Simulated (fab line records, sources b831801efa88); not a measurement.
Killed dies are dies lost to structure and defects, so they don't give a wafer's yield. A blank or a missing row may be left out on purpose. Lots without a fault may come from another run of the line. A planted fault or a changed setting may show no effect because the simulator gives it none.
Which tool did it? | flow sky130 | 6 lots, 18 wafers sampled, at 3 steps of a route of 708

WHAT THE GAUGES READ, wafer by wafer
SKY_VT_ADJUST_NCORE_CD_MEAS_07: target cd 380 nm.
lot  | measured     | on        | cd_nm (nm)
L512 | day 8 18:14  | cd_sem-01 | 382 384 383
L516 | day 9 21:56  | cd_sem-02 | 378 378 380
L518 | day 10 12:50 | cd_sem-02 | 382 382 384
L520 | day 11 13:34 | cd_sem-02 | - - -
L530 | day 14 07:50 | cd_sem-02 | 378 377 376
L532 | day 15 08:44 | cd_sem-02 | 375 376 377

WHICH TOOL RAN EACH LOT (tool, then ch and the chambers of the sampled wafers, then the start)
lot  | SKY_NWELL_RTA_28                 | SKY_VT_ADJUST_NCORE_EXPOSE_04
L512 | rtp_anneal-01 ch 0, day 5 13:27  | iline_stepper-02 ch 0, day 8 08:02
L516 | rtp_anneal-02 ch 0, day 6 12:51  | iline_stepper-01 ch 0, day 9 10:47
L518 | rtp_anneal-01 ch 0, day 7 00:55  | iline_stepper-01 ch 0, day 10 01:34
L520 | rtp_anneal-01 ch 0, day 7 22:45  | iline_stepper-02 ch 0, day 11 01:59
L530 | rtp_anneal-01 ch 0, day 10 06:21 | iline_stepper-02 ch 0, day 13 18:56
L532 | rtp_anneal-02 ch 0, day 11 03:05 | iline_stepper-02 ch 0, day 14 19:20
- SKY_NWELL_RTA_28: time 30 s.
- SKY_VT_ADJUST_NCORE_EXPOSE_04: exposes mask LVTN COMPLEMENT THIN, target cd 380 nm.

THE ANSWER, worked out from the rows above alone
Rule: what is usual is taken from the lots themselves. Put in order of their means at a reading, lots are off if they are a third of the lots or fewer, leave a main group of 4 or more, and stand apart from it by a gap of 3 or more times the standard deviation of the main group's means; of several such gaps the widest counts. A main group whose means are all the same, to the digits that the tables above print for the reading, isn't used. A lot without any number at a reading at which 4 lots or more have one is off too. The other lots that the step has rows for count as sound.
Off: L520, at SKY_VT_ADJUST_NCORE_CD_MEAS_07 (cd_nm). Without a number there: L520. The main group: mean 379 nm, standard deviation 2.9.
A tool fits if, at a process step before that reading, it ran every lot that is off, and no sound lot after the first of them. The gauges at SKY_VT_ADJUST_NCORE_CD_MEAS_07 are tried like those tools. None of those tried fits.

WHAT THE SIMULATOR HAD PUT IN
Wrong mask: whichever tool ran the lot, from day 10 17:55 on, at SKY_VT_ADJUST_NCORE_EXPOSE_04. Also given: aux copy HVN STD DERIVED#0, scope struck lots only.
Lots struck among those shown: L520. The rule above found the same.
